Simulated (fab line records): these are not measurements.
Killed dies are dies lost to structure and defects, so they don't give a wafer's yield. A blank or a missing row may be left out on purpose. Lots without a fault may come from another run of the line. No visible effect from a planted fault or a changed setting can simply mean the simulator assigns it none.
Problem report in the 8D (eight disciplines) form, filled by code    flow gf180mcu    the parts of the form that need people (team, actions taken, sign-off) are left out

== 1. THE ISSUE ==
Across 6 wafers from 2 lots, NSD_TW at GF_NSD_TW_MEAS_12 averages 3979, while fault-free wafers read 4279 with a standard deviation of 37. That puts it -8.1 standard deviations away from the usual mean.
Seen first at day 13 22:55 on film-metro-01, wafer L156.1. The record has a number at this step for 33 wafers belonging to 11 lots. The rule behind "out" and "out of limits": a value lying over 4 standard deviations away from the usual mean. All remaining wafers that have a number are taken as sound.

== 2. WHAT IT IS, AND WHAT IT ISN'T ==
question                     is                            is not
which readings at this step  NSD_TW                        -
which lots                   L156, L158                    L154, L167, L168, L169, L170, L171, L175, L176, L177
which wafers of those lots   all that have a number        -
read on which gauges         film-metro-01, film-metro-02  film-metro-03
when                         from day 13 22:55             up to then (3 sound wafers); but 24 sound wafers of L167, L168, L169, L170, L171, L175, L176, L177 came after

== 3. SUSPECTS, AND WHAT RULES EACH OUT ==
Counting: any tool at a process step up to the reading is kept as a suspect provided that every lot that is out went through it and no sound lot did after the first of them.
- the gauge at GF_NSD_TW_MEAS_12: ruled out. The wafers that are out were read on 2 gauges (film-metro-01, film-metro-02).
- implanter-01 at GF_NSD_IMPLANT_09: ruled out as a lasting fault. After its first lot that is out, L156 (day 13 22:31), sound lots L168, L169, L170, L171, L175, L176, L177 ran on it.
- plasma-asher-04 at GF_NSD_STRIP_11 (strips in O2/N2): ruled out as a lasting fault. After its first lot that is out, L156 (day 13 22:49), sound lots L167, L168, L171 ran on it.
Left after counting: nothing in the record.

== 4. THE CAUSE (what the simulator had put in) ==
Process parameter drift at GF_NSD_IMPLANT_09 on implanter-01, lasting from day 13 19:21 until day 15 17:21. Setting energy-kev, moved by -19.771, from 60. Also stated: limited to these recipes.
It was ruled out by counting, in error; the rule expects a fault to strike all lots run on its tool from its start on, and this fault did not.

== 5. THE EFFECT CHAIN, in route order ==
One row per reading whose mean, taken over the struck wafers that have a number, lies over 3 standard deviations from the usual. Only readings for which the record gives a usual standard deviation are gone through. hours: the time from each lot's start at the first step in this table that gives one to its start at this step, as a median over the lots. sigmas: the change in usual standard deviations.
hours  step               reading                   usual         on struck wafers  change   sigmas
0      GF_NSD_IMPLANT_09  beam-energy-keV           60.000        40.246            -19.754  -99 or more
0      GF_NSD_STRIP_11    oes-product-au            0.487 a.u.    0.520             +0.033   +7.8
0      GF_NSD_STRIP_11    strip-time-to-endpoint-s  22.96 s       20.41             -2.55    -64
0      GF_NSD_TW_MEAS_12  NSD_TW                    4279          3979              -300     -8.1
22     GF_PSD_RS_MEAS_14  NSD_RS                    46.20 ohm/sq  52.05             +5.85    +60
Here are the process steps it includes:
- GF_NSD_IMPLANT_09
- GF_NSD_STRIP_11: strips in O2/N2.
Later steps that measure or inspect, where all struck wafers having a row at the step show a number for every such reading and not one has moved that far: GF_V2_OVL_MEAS_15.

== 6. WHAT WOULD HAVE CAUGHT IT SOONER ==
In this record the first reading out of limits at a measuring or inspecting step was taken at day 13 22:55, 4 hours after the fault began at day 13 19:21.
Tool's own readings at GF_NSD_IMPLANT_09, beam-energy-keV: out on all struck wafers the step has rows for; an alarm limit on them would have tripped on the first.
